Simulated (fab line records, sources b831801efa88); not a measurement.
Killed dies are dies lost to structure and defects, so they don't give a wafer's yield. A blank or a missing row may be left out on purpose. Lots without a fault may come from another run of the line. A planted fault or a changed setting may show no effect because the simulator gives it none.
Which tool did it? | flow sky130 | 7 lots, 21 wafers sampled, at 1 step of a route of 708

WHAT THE GAUGES READ, wafer by wafer
SKY_VT_ADJUST_LVTN_TW_MEAS_21.
lot  | measured     | on            | VT_ADJUST_LVTN_2_TW
L339 | day 10 02:55 | film_metro-04 | 190.0 189.1 189.2
L343 | day 11 10:41 | film_metro-01 | 190.2 190.2 190.4
L345 | day 12 00:50 | film_metro-04 | 187.9 189.0 188.8
L347 | day 12 14:05 | film_metro-01 | 189.5 189.3 189.4
L349 | day 13 03:22 | film_metro-01 | 190.1 190.8 190.2
L351 | day 13 16:25 | film_metro-03 | 188.5 188.0 187.8
L353 | day 14 06:35 | film_metro-01 | 189.5 189.0 189.4

WHICH TOOL RAN EACH LOT (tool, then ch and the chambers of the sampled wafers, then the start)
The record holds no process step before these readings.

THE ANSWER, worked out from the rows above alone
Rule: what is usual is taken from the lots themselves. Put in order of their means at a reading, lots are off if they are a third of the lots or fewer, leave a main group of 4 or more, and stand apart from it by a gap of 3 or more times the standard deviation of the main group's means; of several such gaps the widest counts. A main group whose means are all the same, to the digits that the tables above print for the reading, isn't used. A lot without any number at a reading at which 4 lots or more have one is off too. The other lots that the step has rows for count as sound.
No lot is off at any reading shown: from this, nothing can be told.

WHAT THE SIMULATOR HAD PUT IN
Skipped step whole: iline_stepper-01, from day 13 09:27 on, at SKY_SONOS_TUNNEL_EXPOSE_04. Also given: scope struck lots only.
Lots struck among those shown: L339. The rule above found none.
